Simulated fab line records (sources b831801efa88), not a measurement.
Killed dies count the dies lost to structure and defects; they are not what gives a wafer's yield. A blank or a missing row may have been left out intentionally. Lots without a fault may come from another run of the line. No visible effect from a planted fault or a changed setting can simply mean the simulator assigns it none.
A struck lot beside a sound one / flow sky130 / 48 steps out of a route of 708
Sound: wafers L534.4, L534.5, L534.6. Struck: wafers L542.2, L542.3, L542.4. At the end, the cause is stated.
Per side, at each step with rows, come the tool, then ch with its chambers, and then its first start. Under that, the readings that differ: sound wafers / struck wafers / difference of the means / sigmas: that difference in standard deviations of wafers without a fault.
alike: readings whose means differ by less than 2 such deviations, and words and numbers that are the same on both sides. not compared: withheld readings, readings that some wafer has no value for, bounds like >300 that may hide the same value, and numbers for which the record gives no deviation and whose values overlap.
A row with sigmas, a row that says differs or no value, or rows on one side alone: a step with any of these is where the two part. Numbers that have no deviation but don't overlap get no sigmas and don't part them. Lack of a reading on every wafer of one side parts them only where that side has two or more wafers.

first, 1 step without rows for these wafers: SKY_VT_ADJUST_HVTR_IMPLANT_09.
SKY_VT_ADJUST_HVTR_STRIP_10: strips in O2/N2.
  sound on plasmaAsher-01 ch 0,1, day 10 22:07; struck on plasmaAsher-04 ch 0,1, day 13 09:20
  alike: chamberPressureMTorr, drypumpMotorCurrentA, oesProductAu, stripTimeToEndpointS
  not compared: rfHoursCounterH
SKY_VT_ADJUST_HVTR_TW_MEAS_11:
  sound on filmMetro-04, day 10 22:13; struck on filmMetro-03, day 13 09:26
reading=VT_ADJUST_HVTR_TW; sound=213.7 213.4 212.5; struck=210.8 210.8 210.7; difference=-2.4; sigmas=-2
then, 7 steps without rows for these wafers: SKY_VT_ADJUST_PCH_DEHYDRATE_00 (time 60 s); SKY_VT_ADJUST_PCH_HMDS_01 (prime time 60 s); SKY_VT_ADJUST_PCH_COAT_02 (resist thk 3000 nm); SKY_VT_ADJUST_PCH_SOFTBAKE_03; SKY_VT_ADJUST_PCH_EXPOSE_04 (exposes mask NWM, target cd 840 nm); SKY_VT_ADJUST_PCH_PEB_05; SKY_VT_ADJUST_PCH_DEVELOP_06 (develop time 60 s).
SKY_VT_ADJUST_PCH_OVL_MEAS_07:
  sound on overlay-02, day 11 22:44; struck on overlay-01, day 14 12:31
  alike: VT_ADJUST_PCH_OVL
next, for these wafers, 1 step has no rows: SKY_VT_ADJUST_PCH_IMPLANT_08.
SKY_VT_ADJUST_PCH_STRIP_09: strips in O2/N2.
  sound on plasmaAsher-01 ch 0,1, day 11 22:56; struck on plasmaAsher-02 ch 0,1, day 14 12:41
  no value came back on the struck wafers for chamberPressureMTorr (mTorr), drypumpMotorCurrentA (A), oesProductAu (a.u.), stripTimeToEndpointS (s); on the sound wafers chamberPressureMTorr (mTorr) reads 1498.2 1500.6 1499.5
reading=model.coat_of_VT_ADJUST_PCH_COAT_02.thkNm (nm); sound=0 0 0; struck=2995 2990 2991; difference=+2992; sigmas=
  not compared: rfHoursCounterH
SKY_VT_ADJUST_PCH_TW_MEAS_10:
  sound on filmMetro-04, day 11 23:02; struck on filmMetro-04, day 14 12:48
  alike: VT_ADJUST_PCH_TW
then, 7 steps without rows for these wafers: SKY_SONOS_TUNNEL_DEHYDRATE_00 (time 60 s); SKY_SONOS_TUNNEL_HMDS_01 (prime time 60 s); SKY_SONOS_TUNNEL_COAT_02 (resist thk 1140 nm); SKY_SONOS_TUNNEL_SOFTBAKE_03 (time 60 s); SKY_SONOS_TUNNEL_EXPOSE_04 (exposes mask TUNM, target cd 410 nm); SKY_SONOS_TUNNEL_PEB_05; SKY_SONOS_TUNNEL_DEVELOP_06 (develop time 60 s).
SKY_SONOS_TUNNEL_CD_MEAS_07 targets a cd of 410 nm.
  sound on cdSem-01, day 13 00:14; struck on cdSem-01, day 15 16:36
  alike: cdNm
SKY_SONOS_TUNNEL_OVL_MEAS_08:
  sound on overlay-02, day 13 00:19; struck on overlay-02, day 15 16:42
  alike: SONOS_TUNNEL_OVL
then, 2 steps without rows for these wafers: SKY_SONOS_TUNNEL_IMPLANT_09; SKY_SONOS_TUNNEL_WET_ETCH_10 (etches SiO2 in dHF, target depth 14 nm, time 280 s).
SKY_SONOS_TUNNEL_STRIP_11: strips in SPM, time 600 s.
  sound on wetBench-02 ch 0, day 13 00:34; struck on wetBench-02 ch 2, day 15 16:58
reading=model.NOVOLAK_of_SONOS_TUNNEL_COAT_02.thkNm (nm); sound=0 0 0; struck=1147 1148 1147; difference=+1147; sigmas=
  alike: bathGuardTempC, bathHeatDutyPct
SKY_SONOS_TUNNEL_TW_MEAS_12:
  sound on filmMetro-02, day 13 00:47; struck on filmMetro-04, day 15 17:10
reading=SONOS_TUNNEL_TW; sound=197.7 197.3 197.5; struck=30.1 30.2 30.1; difference=-167.4; sigmas=-99 or more
then, 2 steps without rows for these wafers: SKY_SONOS_TUNNEL_CLEAN_13 (cleans in dHF, time 20 s); SKY_SONOS_ONO_OXIDATION_00 (stabilise 600 s, purge 300 s, target thk 2.6 nm).
SKY_SONOS_ONO_THK_MEAS_01:
  sound on filmMetro-01, day 13 02:12; struck on filmMetro-01, day 15 19:20
  alike: SONOS_ONO_OXIDATION_THK
then, 1 step without rows for these wafers: SKY_SONOS_ONO_CVD_02 (deposits Si3N4 from DCS/NH3, target thk 10.5 nm, time 180 s).
SKY_SONOS_ONO_THK_MEAS_03:
  sound on filmMetro-03, day 13 04:46; struck on filmMetro-03, day 15 22:12
  alike: SONOS_ONO_CVD_02_THK
then, 1 step without rows for these wafers: SKY_SONOS_ONO_CVD_04 (deposits SiO2 from SiH4/N2O, target thk 5.7199 nm).
SKY_SONOS_ONO_THK_MEAS_05:
  sound on filmMetro-01, day 13 06:05; struck on filmMetro-03, day 16 00:08
  alike: SONOS_ONO_CVD_04_THK
then, 7 steps without rows for these wafers: SKY_SONOS_ONO_DEHYDRATE_06 (time 60 s); SKY_SONOS_ONO_HMDS_07 (prime time 60 s); SKY_SONOS_ONO_COAT_08 (resist thk 1140 nm); SKY_SONOS_ONO_SOFTBAKE_09 (time 60 s); SKY_SONOS_ONO_EXPOSE_10 (exposes mask ONOM, target cd 410 nm); SKY_SONOS_ONO_PEB_11; SKY_SONOS_ONO_DEVELOP_12 (develop time 60 s).
SKY_SONOS_ONO_CD_MEAS_13 targets a cd of 410 nm.
  sound on cdSem-01, day 14 08:02; struck on cdSem-02, day 17 04:45
  alike: cdNm
-- a jump in the record: the struck wafers' starts before and after are 16 days apart (it breaks off in module SONOS_ONO and resumes in module LI_CONTACT, where the first step shown is number 365 of the route) --
SKY_LI_CONTACT_BOW_MEAS_03:
  sound on filmMetro-04, day 30 02:32; struck on filmMetro-02, day 32 18:26
reading=LI_CONTACT_BOW (um); sound=63 61 57; struck=28 19 21; difference=-38; sigmas=-6
-- the record jumps here: 2 days lie between the struck wafers' starts before and after (it left off in module LI_CONTACT and takes up again in module CONTACT, whose first step shown is number 411 of the route) --
SKY_CONTACT_BOW_MEAS_05:
  sound on filmMetro-02, day 32 12:53; struck on filmMetro-01, day 35 02:34
reading=CONTACT_BOW (um); sound=90 89 83; struck=52 43 44; difference=-41; sigmas=-6
-- the record jumps here: 2 days lie between the struck wafers' starts before and after (it left off in module CONTACT and takes up again in module VIA1, whose first step shown is number 461 of the route) --
SKY_VIA1_BOW_MEAS_03:
  sound on filmMetro-01, day 34 19:51; struck on filmMetro-02, day 37 11:08
reading=VIA1_BOW (um); sound=87 87 82; struck=52 43 44; difference=-39; sigmas=-6
-- the record jumps here: 2 days lie between the struck wafers' starts before and after (it left off in module VIA1 and takes up again in module VIA2, whose first step shown is number 510 of the route) --
SKY_VIA2_BOW_MEAS_03:
  sound on filmMetro-02, day 37 03:32; struck on filmMetro-02, day 39 17:57
reading=VIA2_BOW (um); sound=94 94 89; struck=54 45 47; difference=-44; sigmas=-6
-- the record jumps here: 3 days lie between the struck wafers' starts before and after (it left off in module VIA2 and takes up again in module VIA3, whose first step shown is number 576 of the route) --
SKY_VIA3_BOW_MEAS_03:
  sound on filmMetro-04, day 40 11:41; struck on filmMetro-04, day 42 23:22
reading=VIA3_BOW (um); sound=87 85 81; struck=51 43 44; difference=-38; sigmas=-5
-- the record jumps here: 3 days lie between the struck wafers' starts before and after (it left off in module VIA3 and takes up again in module VIA4, whose first step shown is number 642 of the route) --
SKY_VIA4_BOW_MEAS_03:
  sound on filmMetro-03, day 43 14:44; struck on filmMetro-03, day 46 00:07
reading=VIA4_BOW (um); sound=76 76 72; struck=44 37 38; difference=-35; sigmas=-4

WHERE THEY PART
First at SKY_VT_ADJUST_HVTR_TW_MEAS_11; last, within this record, at SKY_VIA4_BOW_MEAS_03.

WHY: whatever the simulator had introduced
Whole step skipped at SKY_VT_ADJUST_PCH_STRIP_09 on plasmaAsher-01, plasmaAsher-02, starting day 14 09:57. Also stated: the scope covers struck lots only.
